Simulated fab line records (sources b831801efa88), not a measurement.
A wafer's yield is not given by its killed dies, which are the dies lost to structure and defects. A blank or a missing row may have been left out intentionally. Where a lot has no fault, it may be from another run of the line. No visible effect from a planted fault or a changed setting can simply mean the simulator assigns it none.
fab line records ; flow sky130
[record] lots = 11; wafers = 33; last_day = 50
route steps=708 shown LI_CONTACT@362 PAD_OPEN@708
lots that met no fault: from a run of the same line without faults
start_h: hours from the record's first day to the start of the lot's first wafer shown ; wait_h: hours since the lot's step before ; " as in the row above ; L1.1+2: a single row standing in for several wafers ; - no value, or no start given ; * or withheld: withheld ; < > ~ a bound
route shown NAME@n: NAME is a module with steps in the file, n the number in the route of the first one ; usual: mean/standard deviation taken from wafers without a fault ; same: alike in all rows ; chamber/n: place in a boat ; sites: each site's reading ; _std_site: standard deviation across them ; _edge_site: the outer-site mean with the inner-site mean subtracted ; radius_mm: for every site, how far away it sits from the centre of the wafer ; mask NAME#n: copy n ; behind: tool/chamber where the wafer was last shaped ; hold: cause of the lot's hold/its duration in hours/its outcome ; device: whichever transistor did not switch (one of n, p or np) ; end of line: at the end of the route, the tests of the same wafers ; a step with no rows: only its recipe ; killed: the dies lost at the first sort to structure and to defects; this is not the yield of the wafer ; map: a wafer's dies, x killed, . not, _ none there
set.NAME: the run value of the setting; set.NAME@STEP: its run value at that earlier step ; model.NAME: the simulator's own value behind a step, which no gauge read
route steps across a sampled set of lots; one table per step, one row per wafer
services: the hour from which a tool's chamber was out of use, counted from the record's first day as start_h (under 0 if before that day), plus the number of hours and why
[[steps]]
[step SKY_LI_CONTACT_HDPCVD_00]
[recipe] material = PSG; target_thk_nm = 930; sigma_open_frac = 0.3; time_s = 155; temp_c = 600; sih4_flow_sccm = 60; pressure_mtorr = 6
[usual] run_length_s = 182.7/0.5
lot.wafer;tool;chamber;start_h;wait_h;run_length_s
L658.1;hdpcvd-02;0;670.17;0.0;183.1
L658.4;hdpcvd-02;1;670.17;0.0;182.9
L658.5;hdpcvd-02;2;670.17;0.0;182.1
L659.2;hdpcvd-01;0;679.71;0.0;183.1
L659.3;hdpcvd-01;1;679.71;0.0;182.5
L659.6;hdpcvd-01;2;679.71;0.0;182.4
L660.1;hdpcvd-01;1;683.66;0.0;183.2
L660.2;hdpcvd-01;2;683.66;0.0;182.2
L660.6;hdpcvd-01;2;683.66;0.0;182.1
L662.1;hdpcvd-01;0;710.11;0.0;183.0
L662.2;hdpcvd-01;1;710.11;0.0;182.8
L662.5;hdpcvd-01;1;710.11;0.0;182.4
L664.1;hdpcvd-02;0;722.66;0.0;183.1
L664.3;hdpcvd-02;2;722.66;0.0;182.3
L664.5;hdpcvd-02;0;722.66;0.0;183.7
L667.2;hdpcvd-02;2;740.06;0.0;182.0
L667.3;hdpcvd-02;0;740.06;0.0;219.3
L667.6;hdpcvd-02;1;740.06;0.0;182.5
L669.2;hdpcvd-02;2;758.76;0.0;182.0
L669.5;hdpcvd-02;0;758.76;0.0;219.6
L669.6;hdpcvd-02;2;758.76;0.0;182.6
L676.2;hdpcvd-01;1;806.41;0.0;182.4
L676.5;hdpcvd-01;1;806.41;0.0;182.4
L676.6;hdpcvd-01;2;806.41;0.0;182.1
L677.2;hdpcvd-01;2;817.96;0.0;182.6
L677.3;hdpcvd-01;0;817.96;0.0;183.1
L677.6;hdpcvd-01;2;817.96;0.0;182.7
L678.3;hdpcvd-01;1;822.86;0.0;182.4
L678.4;hdpcvd-01;0;822.86;0.0;182.9
L678.5;hdpcvd-01;1;822.86;0.0;183.1
L679.1;hdpcvd-02;1;829.11;0.0;182.5
L679.3;hdpcvd-02;0;829.11;0.0;183.3
L679.4;hdpcvd-02;1;829.11;0.0;182.8
[step SKY_LI_CONTACT_THK_MEAS_01]
[recipe] reads = PSG_of_LI_CONTACT_HDPCVD_00
[usual] LI_CONTACT_HDPCVD_THK = 928/10
lot.wafer;tool;chamber;start_h;wait_h;LI_CONTACT_HDPCVD_THK[nm]
L658.1;film_metro-02;-;670.27;0.1;929
L658.4;film_metro-02;-;670.27;0.1;922
L658.5;film_metro-02;-;670.27;0.1;935
L659.2;film_metro-01;-;679.82;0.1;920
L659.3;film_metro-01;-;679.82;0.1;927
L659.6;film_metro-01;-;679.82;0.1;929
L660.1;film_metro-02;-;683.76;0.1;942
L660.2;film_metro-02;-;683.76;0.1;933
L660.6;film_metro-02;-;683.76;0.1;937
L662.1;film_metro-04;-;710.21;0.1;909
L662.2;film_metro-04;-;710.21;0.1;924
L662.5;film_metro-04;-;710.21;0.1;915
L664.1;film_metro-02;-;722.76;0.1;914
L664.3;film_metro-02;-;722.76;0.1;932
L664.5;film_metro-02;-;722.76;0.1;921
L667.2;film_metro-04;-;740.17;0.1;937
L667.3;film_metro-04;-;740.17;0.1;1141
L667.6;film_metro-04;-;740.17;0.1;916
L669.2;film_metro-02;-;758.87;0.1;928
L669.5;film_metro-02;-;758.87;0.1;1149
L669.6;film_metro-02;-;758.87;0.1;929
L676.2;film_metro-02;-;806.52;0.1;937
L676.5;film_metro-02;-;806.52;0.1;934
L676.6;film_metro-02;-;806.52;0.1;935
L677.2;film_metro-02;-;818.07;0.1;930
L677.3;film_metro-02;-;818.07;0.1;918
L677.6;film_metro-02;-;818.07;0.1;923
L678.3;film_metro-01;-;822.98;0.1;929
L678.4;film_metro-01;-;822.98;0.1;930
L678.5;film_metro-01;-;822.98;0.1;924
L679.1;film_metro-02;-;829.27;0.1;936
L679.3;film_metro-02;-;829.27;0.1;940
L679.4;film_metro-02;-;829.27;0.1;949
[step SKY_LI_CONTACT_CMP_02]
[recipe] material = PSG; down_force_psi = 4; platen_rpm = 60; pad_velocity_m_s = 0.94248
[usual] motor_current_A = 12.2/1.2; time_to_endpoint_s = 32/3.4
lot.wafer;tool;chamber;start_h;wait_h;motor_current_A;time_to_endpoint_s
L658.4;cmp-02;1;670.33;0.0;12.8;35
L658.1;cmp-02;2;670.33;0.0;13.2;34
L658.5;cmp-02;1;670.33;0.0;12.4;33
L659.2;cmp-02;3;679.87;0.0;11.2;29
L659.3;cmp-02;0;679.87;0.0;10.5;27
L659.6;cmp-02;3;679.87;0.0;11.6;29
L660.1;cmp-01;3;683.82;0.1;14.2;27
L660.2;cmp-01;1;683.82;0.1;12.7;29
L660.6;cmp-01;3;683.82;0.1;14.3;28
L662.1;cmp-02;2;710.27;0.1;13.1;27
L662.2;cmp-02;1;710.27;0.1;12.4;32
L662.5;cmp-02;3;710.27;0.1;11.6;27
L664.1;cmp-01;0;722.95;0.2;10.3;35
L664.3;cmp-01;1;722.95;0.2;12.4;34
L664.5;cmp-01;1;722.95;0.2;12.7;32
L667.2;cmp-01;3;740.22;0.0;14.4;29
L667.3;cmp-01;1;740.22;0.0;11.7;50
L667.6;cmp-01;3;740.22;0.0;13.7;27
L669.2;cmp-02;0;758.92;0.0;10.6;29
L669.5;cmp-02;0;758.92;0.0;10.5;48
L669.6;cmp-02;1;758.92;0.0;12.7;33
L676.2;cmp-02;2;806.67;0.1;12.9;30
L676.6;cmp-02;0;806.67;0.1;10.4;28
L676.5;cmp-02;1;806.67;0.1;12.9;34
L677.3;cmp-01;1;818.17;0.1;11.9;32
L677.2;cmp-01;2;818.17;0.1;13.8;38
L677.6;cmp-01;1;818.17;0.1;11.5;32
L678.4;cmp-02;3;823.07;0.1;12.3;32
L678.3;cmp-02;1;823.07;0.1;12.2;34
L678.5;cmp-02;2;823.07;0.1;12.1;34
L679.1;cmp-01;1;829.33;0.1;11.9;37
L679.3;cmp-01;2;829.33;0.1;12.7;40
L679.4;cmp-01;3;829.33;0.1;14.3;37
[step SKY_LI_CONTACT_ETCH_14]
[recipe] chemistry = N2/H2; target = BARC; ion_energy_ev = 200; source_w = 500; bias_w = 100; pressure_mtorr = 30; n2_flow_sccm = 100; h2_flow_sccm = 200; stop_on = SiO2; time_s = 45.9; target_depth_a = 600
[usual] chamber_pressure_mTorr = 29.997/0.026; drypump_motor_current_A = 5.6/0.46; n2_flow_sccm = 100.0/0.32; oes_product_au = 0.855/0.0045; throttle_valve_pct = 13.226/0.0081
lot.wafer;tool;chamber;start_h;wait_h;chamber_pressure_mTorr;drypump_motor_current_A;n2_flow_sccm;oes_product_au;rf_hours_counter_h;throttle_valve_pct
L658.1;rie_diel-02;0;698.69;0.0;29.990;5.9;99.1;0.856;13;13.211
L658.4;rie_diel-02;2;698.69;0.0;29.996;5.8;99.9;0.853;8;13.220
L658.5;rie_diel-02;1;698.69;0.0;29.980;5.2;99.7;0.860;-;13.222
L659.2;rie_diel-02;3;708.39;0.0;29.956;5.1;100.0;0.856;14;13.215
L659.3;rie_diel-02;1;708.39;0.0;29.990;5.2;99.9;0.859;18;13.223
L659.6;rie_diel-02;2;708.39;0.0;29.998;5.8;100.4;0.849;-;13.224
L660.1;rie_diel-04;1;712.50;0.0;30.036;5.7;100.7;0.851;42;13.230
L660.2;rie_diel-04;3;712.50;0.0;30.021;6.4;100.7;0.860;12;13.228
L660.6;rie_diel-04;1;712.50;0.0;29.979;5.7;100.2;0.854;-;13.220
L662.1;rie_diel-01;2;738.70;0.0;30.035;5.8;100.0;0.854;10;13.224
L662.2;rie_diel-01;3;738.70;0.0;30.016;5.4;99.9;0.857;2;13.229
L662.5;rie_diel-01;1;738.70;0.0;29.983;4.8;99.7;0.856;-;13.231
L664.1;rie_diel-01;2;751.27;0.0;29.983;5.8;99.6;0.854;10;13.222
L664.3;rie_diel-01;1;751.27;0.0;29.974;4.7;99.6;0.848;4;13.224
L664.5;rie_diel-01;1;751.27;0.0;30.024;4.7;99.8;0.860;-;13.224
L667.2;rie_diel-02;3;768.10;0.0;29.986;5.1;99.8;0.857;16;13.228
L667.3;rie_diel-02;2;768.10;0.0;29.986;5.8;99.8;0.862;10;13.234
L667.6;rie_diel-02;3;768.10;0.0;29.978;5.1;99.7;0.853;-;13.222
L669.2;rie_diel-04;1;785.20;0.0;29.980;5.7;99.9;0.853;43;13.234
L669.5;rie_diel-04;3;785.20;0.0;29.981;6.4;99.7;0.861;-;13.221
L669.6;rie_diel-04;1;785.20;0.0;29.989;5.7;99.9;0.858;-;13.223
L676.2;rie_diel-04;0;833.79;0.0;29.965;5.3;99.5;0.860;1;13.230
L676.5;rie_diel-04;0;833.79;0.0;29.995;5.3;99.5;0.859;-;13.216
L676.6;rie_diel-04;3;833.79;0.0;30.030;6.4;100.0;0.853;-;13.219
L677.2;rie_diel-02;0;845.50;0.0;30.031;5.9;99.3;0.860;17;13.229
L677.3;rie_diel-02;2;845.50;0.0;29.955;5.9;100.0;0.857;11;13.210
L677.6;rie_diel-02;1;845.50;0.0;29.927;5.2;100.1;0.851;-;13.235
L678.3;rie_diel-02;0;849.15;0.0;29.998;5.9;100.1;0.852;17;13.218
L678.4;rie_diel-02;2;849.15;0.0;29.993;5.8;99.7;0.856;11;13.206
L678.5;rie_diel-02;1;849.15;0.0;29.986;5.2;100.5;0.861;-;13.235
L679.1;rie_diel-01;3;856.40;0.0;30.015;5.4;100.2;0.852;6;13.229
L679.3;rie_diel-01;2;856.40;0.0;29.976;5.8;99.8;0.857;13;13.206
L679.4;rie_diel-01;0;856.40;0.0;29.976;5.6;99.9;0.852;23;13.236
[step SKY_LI_CONTACT_ETCH_15]
[recipe] target = PSG; chemistry = C4F8/O2/Ar; stop_on = Si; taper_deg = 4.15; mask_material = KrF-thick; source_w = 1500; bias_w = 1200; pressure_mtorr = 40; c4f8_flow_sccm = withheld; O2_flow_sccm = 6; Ar_flow_sccm = 300; time_s = withheld; target_depth_a = 6000
[usual] chamber_pressure_mTorr = 40.00/0.034; oes_product_au = 0.836/0.0048
lot.wafer;tool;chamber;start_h;wait_h;chamber_pressure_mTorr;oes_product_au
L658.1;rie_diel-02;0;698.73;0.0;40.03;0.829
L658.4;rie_diel-02;2;698.73;0.0;39.97;0.835
L658.5;rie_diel-02;1;698.73;0.0;40.00;0.838
L659.2;rie_diel-02;3;708.43;0.0;40.02;0.839
L659.3;rie_diel-02;1;708.43;0.0;39.99;0.830
L659.6;rie_diel-02;2;708.43;0.0;39.99;0.836
L660.1;rie_diel-04;1;712.54;0.0;40.05;0.833
L660.2;rie_diel-04;3;712.54;0.0;39.99;0.837
L660.6;rie_diel-04;1;712.54;0.0;40.02;0.839
L662.1;rie_diel-01;2;738.74;0.0;39.94;0.836
L662.2;rie_diel-01;3;738.74;0.0;40.00;0.838
L662.5;rie_diel-01;1;738.74;0.0;40.02;0.838
L664.1;rie_diel-01;2;751.31;0.0;39.98;0.838
L664.3;rie_diel-01;1;751.31;0.0;39.98;0.831
L664.5;rie_diel-01;1;751.31;0.0;39.92;0.836
L667.2;rie_diel-02;3;768.14;0.0;39.95;0.829
L667.3;rie_diel-02;2;768.14;0.0;40.03;0.843
L667.6;rie_diel-02;3;768.14;0.0;39.93;0.841
L669.2;rie_diel-04;1;785.24;0.0;39.99;0.831
L669.5;rie_diel-04;3;785.24;0.0;39.96;0.832
L669.6;rie_diel-04;1;785.24;0.0;39.98;0.830
L676.2;rie_diel-04;0;833.83;0.0;40.01;0.839
L676.5;rie_diel-04;0;833.83;0.0;39.98;0.835
L676.6;rie_diel-04;3;833.83;0.0;40.02;0.834
L677.2;rie_diel-02;0;845.54;0.0;40.01;0.839
L677.3;rie_diel-02;2;845.54;0.0;39.99;0.836
L677.6;rie_diel-02;1;845.54;0.0;39.98;0.841
L678.3;rie_diel-02;0;849.19;0.0;40.04;0.835
L678.4;rie_diel-02;2;849.19;0.0;40.03;0.831
L678.5;rie_diel-02;1;849.19;0.0;40.02;0.833
L679.1;rie_diel-01;3;856.44;0.0;40.02;0.831
L679.3;rie_diel-01;2;856.44;0.0;39.97;0.831
L679.4;rie_diel-01;0;856.44;0.0;40.02;0.836
[step SKY_LI_CONTACT_CVD_21]
[recipe] material = W; target_thk_nm = 400; time_s = 120.56; temp_c = 400; pressure_torr = 40
[usual] heater_power_w = 801/99
lot.wafer;tool;chamber;start_h;wait_h;heater_power_w
L658.1;cvd_w-01;0;699.26;0.0;681
L658.4;cvd_w-01;0;699.26;0.0;679
L658.5;cvd_w-01;0;699.26;0.0;671
L659.2;cvd_w-01;0;708.96;0.0;665
L659.3;cvd_w-01;1;708.96;0.0;806
L659.6;cvd_w-01;1;708.96;0.0;805
L660.1;cvd_w-01;0;713.08;0.0;679
L660.2;cvd_w-01;1;713.08;0.0;805
L660.6;cvd_w-01;1;713.08;0.0;793
L662.1;cvd_w-02;1;739.26;0.0;940
L662.2;cvd_w-02;0;739.26;0.0;743
L662.5;cvd_w-02;1;739.26;0.0;912
L664.1;cvd_w-01;0;751.85;0.0;678
L664.3;cvd_w-01;1;751.85;0.0;806
L664.5;cvd_w-01;1;751.85;0.0;786
L667.2;cvd_w-02;0;768.68;0.0;739
L667.3;cvd_w-02;0;768.68;0.0;720
L667.6;cvd_w-02;1;768.68;0.0;940
L669.2;cvd_w-01;0;785.78;0.0;696
L669.5;cvd_w-01;0;785.78;0.0;693
L669.6;cvd_w-01;1;785.78;0.0;797
L676.2;cvd_w-02;0;834.36;0.0;736
L676.5;cvd_w-02;1;834.36;0.0;933
L676.6;cvd_w-02;0;834.36;0.0;749
L677.2;cvd_w-01;0;846.06;0.0;677
L677.3;cvd_w-01;1;846.06;0.0;798
L677.6;cvd_w-01;0;846.06;0.0;696
L678.3;cvd_w-02;1;849.75;0.1;948
L678.4;cvd_w-02;0;849.75;0.1;755
L678.5;cvd_w-02;1;849.75;0.1;954
L679.1;cvd_w-02;1;856.96;0.0;932
L679.3;cvd_w-02;1;856.96;0.0;952
L679.4;cvd_w-02;1;856.96;0.0;940
[step SKY_PAD_OPEN_PROBE_99]
[usual] killed_at_M0_to_M3 = 42/6.7; killed_at_M4_up = 3.3/2.1; killed_at_contacts = 24/5.1; killed_at_front_end = 15/4.6; killed_at_other = 0.3/0.58; killed_dies = 85/9.9; killed_open = 46/6.9; killed_short = 38/7
[same] gross_dies = 492; killed_at_back_side = 0
lot.wafer;tool;chamber;start_h;wait_h;killed_at_M0_to_M3;killed_at_M4_up;killed_at_contacts;killed_at_front_end;killed_at_other;killed_dies;killed_open;killed_short
L658.1;prober-01;-;1096.06;0.1;46;3;28;21;1;99;49;50
L658.4;prober-01;-;1096.21;0.2;36;2;32;10;0;80;43;37
L658.5;prober-01;-;1096.26;0.2;46;3;37;19;0;105;62;43
L659.2;prober-02;-;1097.88;0.1;44;2;23;13;0;82;44;38
L659.3;prober-02;-;1097.93;0.2;40;4;23;15;0;82;39;43
L659.6;prober-02;-;1098.08;0.2;38;2;29;14;1;84;52;32
L660.1;prober-01;-;1104.53;0.1;49;5;27;13;0;94;44;50
L660.2;prober-01;-;1104.58;0.1;35;1;22;23;1;82;54;28
L660.6;prober-01;-;1104.78;0.2;44;2;24;14;0;84;48;36
L662.1;prober-01;-;1125.85;0.1;37;5;30;21;0;93;56;37
L662.2;prober-01;-;1125.90;0.1;49;0;28;17;0;94;50;42
L662.5;prober-01;-;1126.05;0.2;47;8;19;21;0;95;47;47
L664.1;prober-01;-;1134.52;0.1;48;4;19;16;0;87;51;36
L664.3;prober-01;-;1134.62;0.2;34;5;23;15;0;77;44;33
L664.5;prober-01;-;1134.72;0.2;43;4;28;19;1;95;54;41
L667.2;prober-02;-;1145.77;0.1;45;1;19;14;0;79;43;36
L667.3;prober-02;-;1145.82;0.2;37;3;23;19;1;83;33;50
L667.6;prober-02;-;1145.97;0.2;45;2;40;11;0;98;53;45
L669.2;prober-02;-;1156.27;0.1;67;5;26;12;0;110;54;55
L669.5;prober-02;-;1156.42;0.2;46;5;32;15;0;98;52;46
L669.6;prober-02;-;1156.47;0.2;59;6;26;14;0;105;48;57
L676.2;prober-02;-;1189.80;0.1;48;2;30;15;0;95;48;47
L676.5;prober-02;-;1189.95;0.2;40;0;30;10;1;81;45;36
L676.6;prober-02;-;1190.00;0.2;37;3;21;15;0;76;46;30
L677.2;prober-02;-;1199.52;0.1;44;5;24;18;1;92;54;38
L677.3;prober-02;-;1199.57;0.2;27;0;22;9;2;60;35;25
L677.6;prober-02;-;1199.72;0.2;51;2;38;12;0;103;58;45
L678.3;prober-01;-;1201.07;0.2;36;5;18;16;0;75;40;35
L678.4;prober-01;-;1201.12;0.2;45;2;24;14;1;86;39;47
L678.5;prober-01;-;1201.17;0.2;34;3;14;20;0;71;44;26
L679.1;prober-02;-;1202.81;0.1;53;3;13;20;0;89;45;44
L679.3;prober-02;-;1202.91;0.2;33;4;20;13;0;70;38;32
L679.4;prober-02;-;1202.96;0.2;38;2;13;11;1;65;40;25
// killed by level:class
L658.1 VIA1:geometric_particle:open=13 LI_CONTACT:geometric_particle:short=8 METAL1:geometric_particle:short=8 FIELD_ISO:geometric_particle:short=7 CONTACT:geometric_particle:open=7 VIA3:geometric_particle:open=7 POLY_GATE:geometric_particle:short=6 LI_CONTACT:geometric_particle:open=5
L658.4 LI_CONTACT:geometric_particle:open=9 CONTACT:geometric_particle:open=9 VIA3:geometric_particle:open=7 METAL2:geometric_particle:short=6 VIA1:geometric_particle:open=6 LOCAL_INTERCONNECT:geometric_particle:short=5 METAL1:geometric_particle:short=5 VIA2:geometric_particle:open=5
L658.5 CONTACT:geometric_particle:open=13 VIA1:geometric_particle:open=12 LI_CONTACT:geometric_particle:open=10 CONTACT:geometric_particle:short=9 METAL1:geometric_particle:short=7 VIA3:geometric_particle:open=7 FIELD_ISO:geometric_particle:open=6 METAL2:geometric_particle:short=5
L659.2 VIA2:geometric_particle:open=9 VIA3:geometric_particle:open=8 METAL1:geometric_particle:short=7 LI_CONTACT:geometric_particle:open=7 CONTACT:geometric_particle:open=7 LOCAL_INTERCONNECT:geometric_particle:short=5 VIA2:geometric_particle:short=4 METAL3:geometric_particle:short=4
L659.3 VIA3:geometric_particle:open=11 LI_CONTACT:geometric_particle:open=9 METAL2:geometric_particle:short=7 FIELD_ISO:geometric_particle:short=6 VIA1:geometric_particle:short=6 METAL1:geometric_particle:short=6 VIA1:geometric_particle:open=5 LOCAL_INTERCONNECT:geometric_particle:short=5
L659.6 VIA1:geometric_particle:open=13 CONTACT:geometric_particle:open=12 LI_CONTACT:geometric_particle:open=10 METAL1:geometric_particle:short=5 VIA2:geometric_particle:open=5 FIELD_ISO:geometric_particle:short=4 POLY_GATE:geometric_particle:short=3 LI_CONTACT:geometric_particle:short=3
L660.1 VIA1:geometric_particle:open=11 CONTACT:geometric_particle:short=8 VIA3:geometric_particle:open=7 VIA2:geometric_particle:open=7 LI_CONTACT:geometric_particle:open=6 METAL2:geometric_particle:short=6 FIELD_ISO:geometric_particle:short=5 CONTACT:geometric_particle:open=5
L660.2 CONTACT:geometric_particle:open=12 VIA1:geometric_particle:open=11 POLY_GATE:geometric_particle:short=6 VIA3:geometric_particle:open=6 FIELD_ISO:geometric_particle:open=5 POLY_GATE:geometric_particle:open=5 LI_CONTACT:geometric_particle:open=5 VIA2:geometric_particle:open=5
L660.6 CONTACT:geometric_particle:open=8 VIA1:geometric_particle:open=8 VIA3:geometric_particle:open=8 METAL1:geometric_particle:short=7 LI_CONTACT:geometric_particle:open=6 VIA2:geometric_particle:open=6 METAL2:geometric_particle:short=6 FIELD_ISO:geometric_particle:open=5
L662.1 CONTACT:geometric_particle:open=12 VIA1:geometric_particle:open=11 FIELD_ISO:geometric_particle:open=9 LI_CONTACT:geometric_particle:open=8 POLY_GATE:geometric_particle:short=6 METAL2:geometric_particle:short=6 VIA3:geometric_particle:open=6 VIA2:geometric_particle:open=5
L662.2 CONTACT:geometric_particle:open=11 VIA2:geometric_particle:open=11 FIELD_ISO:geometric_particle:open=7 VIA1:geometric_particle:open=7 VIA1:geometric_particle:short=7 VIA3:geometric_particle:open=6 LOCAL_INTERCONNECT:geometric_particle:short=5 POLY_GATE:geometric_particle:short=4
L662.5 VIA3:geometric_particle:open=9 VIA1:geometric_particle:open=8 POLY_GATE:geometric_particle:open=8 METAL1:geometric_particle:short=7 FIELD_ISO:geometric_particle:open=6 FIELD_ISO:geometric_particle:short=5 METAL4:geometric_particle:short=5 LOCAL_INTERCONNECT:geometric_particle:short=5
L664.1 VIA1:geometric_particle:open=10 VIA2:geometric_particle:open=8 CONTACT:geometric_particle:open=7 METAL3:geometric_particle:short=6 VIA3:geometric_particle:open=5 LI_CONTACT:geometric_particle:open=5 METAL2:geometric_particle:short=5 VIA3:geometric_particle:short=4
L664.3 CONTACT:geometric_particle:open=7 VIA2:geometric_particle:open=7 FIELD_ISO:geometric_particle:open=6 LI_CONTACT:geometric_particle:open=6 METAL1:geometric_particle:short=5 VIA1:geometric_particle:open=5 VIA3:geometric_particle:open=5 POLY_GATE:geometric_particle:open=4
L664.5 LI_CONTACT:geometric_particle:open=15 VIA3:geometric_particle:open=9 VIA2:geometric_particle:open=7 FIELD_ISO:geometric_particle:open=6 VIA1:geometric_particle:open=6 POLY_GATE:geometric_particle:short=5 CONTACT:geometric_particle:open=5 VIA1:geometric_particle:short=5
L667.2 METAL2:geometric_particle:short=9 VIA1:geometric_particle:open=8 FIELD_ISO:geometric_particle:short=5 LI_CONTACT:geometric_particle:open=5 CONTACT:geometric_particle:open=5 VIA3:geometric_particle:open=5 VIA2:geometric_particle:open=5 CONTACT:geometric_particle:short=4
L667.3 VIA1:geometric_particle:short=9 VIA1:geometric_particle:open=6 LI_CONTACT:geometric_particle:open=6 LOCAL_INTERCONNECT:geometric_particle:short=6 METAL2:geometric_particle:short=5 CONTACT:geometric_particle:open=5 FIELD_ISO:geometric_particle:short=4 METAL3:geometric_particle:short=4
L667.6 CONTACT:geometric_particle:open=17 VIA1:geometric_particle:open=13 METAL1:geometric_particle:short=8 LI_CONTACT:geometric_particle:open=7 CONTACT:geometric_particle:short=6 LOCAL_INTERCONNECT:geometric_particle:short=5 VIA2:geometric_particle:open=5 VIA3:geometric_particle:open=5
L669.2 VIA1:geometric_particle:open=15 VIA1:geometric_particle:short=9 CONTACT:geometric_particle:short=8 CONTACT:geometric_particle:open=7 METAL1:geometric_particle:short=7 VIA2:geometric_particle:open=7 METAL2:geometric_particle:short=7 VIA3:geometric_particle:short=6
L669.5 VIA1:geometric_particle:open=13 CONTACT:geometric_particle:open=11 CONTACT:geometric_particle:short=9 VIA3:geometric_particle:open=9 LOCAL_INTERCONNECT:geometric_particle:short=7 VIA2:geometric_particle:open=6 FIELD_ISO:geometric_particle:short=4 LI_CONTACT:geometric_particle:open=4
L669.6 VIA1:geometric_particle:open=13 METAL2:geometric_particle:short=9 CONTACT:geometric_particle:open=8 METAL1:geometric_particle:short=8 VIA1:geometric_particle:short=8 VIA2:geometric_particle:open=7 FIELD_ISO:geometric_particle:short=6 CONTACT:geometric_particle:short=6
L676.2 VIA1:geometric_particle:open=12 CONTACT:geometric_particle:open=10 LI_CONTACT:geometric_particle:open=9 METAL2:geometric_particle:short=8 LOCAL_INTERCONNECT:geometric_particle:short=7 METAL1:geometric_particle:short=6 VIA1:geometric_particle:short=6 VIA3:geometric_particle:open=5
L676.5 VIA1:geometric_particle:open=13 CONTACT:geometric_particle:open=10 CONTACT:geometric_particle:short=10 VIA2:geometric_particle:open=7 LI_CONTACT:geometric_particle:open=6 METAL2:geometric_particle:short=5 METAL1:geometric_particle:short=3 METAL3:geometric_particle:short=3
L676.6 CONTACT:geometric_particle:open=10 VIA2:geometric_particle:open=9 VIA1:geometric_particle:open=7 FIELD_ISO:geometric_particle:open=5 CONTACT:geometric_particle:short=5 VIA1:geometric_particle:short=5 FIELD_ISO:geometric_particle:short=4 VIA2:geometric_particle:short=4
L677.2 CONTACT:geometric_particle:open=11 VIA1:geometric_particle:open=9 VIA3:geometric_particle:open=8 LI_CONTACT:geometric_particle:open=7 POLY_GATE:geometric_particle:open=5 CONTACT:geometric_particle:short=5 VIA1:geometric_particle:short=5 VIA2:geometric_particle:open=5
L677.3 VIA1:geometric_particle:open=8 CONTACT:geometric_particle:open=7 LI_CONTACT:geometric_particle:open=6 VIA3:geometric_particle:open=5 LOCAL_INTERCONNECT:geometric_particle:short=4 CONTACT:geometric_particle:short=4 VIA2:geometric_particle:open=4 FIELD_ISO:geometric_particle:short=3
L677.6 CONTACT:geometric_particle:open=13 VIA1:geometric_particle:open=11 LI_CONTACT:geometric_particle:open=9 CONTACT:geometric_particle:short=9 VIA3:geometric_particle:open=7 METAL1:geometric_particle:short=7 METAL2:geometric_particle:short=6 VIA2:geometric_particle:open=6
L678.3 METAL1:geometric_particle:short=8 LI_CONTACT:geometric_particle:open=7 VIA2:geometric_particle:open=7 VIA1:geometric_particle:open=6 FIELD_ISO:geometric_particle:open=5 LOCAL_INTERCONNECT:geometric_particle:short=4 METAL2:geometric_particle:short=4 POLY_GATE:geometric_particle:open=3
L678.4 VIA1:geometric_particle:open=10 VIA3:geometric_particle:open=8 CONTACT:geometric_particle:open=6 METAL1:geometric_particle:short=6 METAL2:geometric_particle:short=6 POLY_GATE:geometric_particle:short=5 LOCAL_INTERCONNECT:geometric_particle:short=5 POLY_GATE:geometric_particle:open=4
L678.5 VIA1:geometric_particle:open=9 POLY_GATE:geometric_particle:open=7 LI_CONTACT:geometric_particle:open=7 METAL1:geometric_particle:short=7 METAL2:geometric_particle:short=6 CONTACT:geometric_particle:open=5 FIELD_ISO:geometric_particle:open=4 POLY_GATE:geometric_particle:short=3
L679.1 VIA1:geometric_particle:open=12 VIA2:geometric_particle:open=10 METAL3:geometric_particle:short=6 METAL2:geometric_particle:short=6 FIELD_ISO:geometric_particle:short=5 VIA1:geometric_particle:short=5 POLY_GATE:geometric_particle:open=4 SPACER:geometric_particle:short=4
L679.3 VIA1:geometric_particle:open=10 LI_CONTACT:geometric_particle:open=9 VIA1:geometric_particle:short=6 METAL1:geometric_particle:short=5 VIA3:geometric_particle:open=5 POLY_GATE:geometric_particle:short=4 LOCAL_INTERCONNECT:geometric_particle:short=4 VIA2:geometric_particle:open=4
L679.4 VIA1:geometric_particle:open=8 FIELD_ISO:geometric_particle:open=7 LI_CONTACT:geometric_particle:open=7 METAL3:geometric_particle:short=6 METAL2:geometric_particle:short=5 VIA2:geometric_particle:open=5 VIA3:geometric_particle:open=4 CONTACT:geometric_particle:open=3
[[services]]
tool;chamber;start_h;hours;kind
hdpcvd-01;-;650.75;15.0;pm
hdpcvd-01;-;670.75;2.8;pm
rie_diel-04;1;677.41;6.4;repair
rie_diel-02;-;683.01;1.1;repair
hdpcvd-01;-;696.54;0.7;repair
rie_diel-01;1;698.49;4.3;repair
rie_diel-02;-;713.37;0.6;repair
rie_diel-04;0;713.55;20.3;repair
rie_diel-04;1;715.57;38.9;repair
hdpcvd-01;0;726.92;12.2;repair
hdpcvd-01;-;742.06;28.1;pm
rie_diel-04;0;747.55;9.2;repair
hdpcvd-01;1;777.17;24.8;repair
rie_diel-02;2;777.34;40.1;repair
cmp-02;-;779.01;5.3;pm
hdpcvd-01;2;787.90;4.8;repair
rie_diel-02;3;793.34;2.6;repair
cmp-02;-;800.21;2.0;repair
rie_diel-04;0;817.29;3.8;repair
rie_diel-01;1;818.63;5.7;repair
cmp-02;-;829.25;1.9;repair
rie_diel-01;-;845.05;2.8;pm
hdpcvd-01;1;848.95;6.1;repair
rie_diel-04;2;856.59;7.1;repair
[[key]]
[first_sign] step = SKY_LI_CONTACT_HDPCVD_00; reading = run_length_s; direction = up; sigmas = 74; usual = *; struck = *
[effect] step = SKY_LI_CONTACT_THK_MEAS_01; reading = LI_CONTACT_HDPCVD_THK; direction = up; sigmas = 21; usual = 928; struck = 1145
[effect] step = SKY_LI_CONTACT_CMP_02; reading = time_to_endpoint_s; direction = up; sigmas = 5.1; usual = *; struck = *
met_at SKY_LI_CONTACT_HDPCVD_00
struck_lots L667,L669
struck_wafers L667.3,L669.5
tester_left_out L667,L669
not_acting_at SKY_LI_CONTACT_ETCH_14,SKY_LI_CONTACT_ETCH_15,SKY_LI_CONTACT_CVD_21
onset_between 722.66 740.06
[fault] kind = process_parameter_drift; tool = hdpcvd-02; chamber = 0; onset_h = 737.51; steps = SKY_LI_CONTACT_HDPCVD_00; channel = time_s; offset = *; shape = step; end_h = 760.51; acts_in = *; stated = *
// tester_left_out: of these lots the tester's yield and bins aren't shown, on N5 and GAA mostly nor the transistor test; their killed dies are dies lost to structure and defects alone, not to doping, threshold or leakage, so they don't give the yield
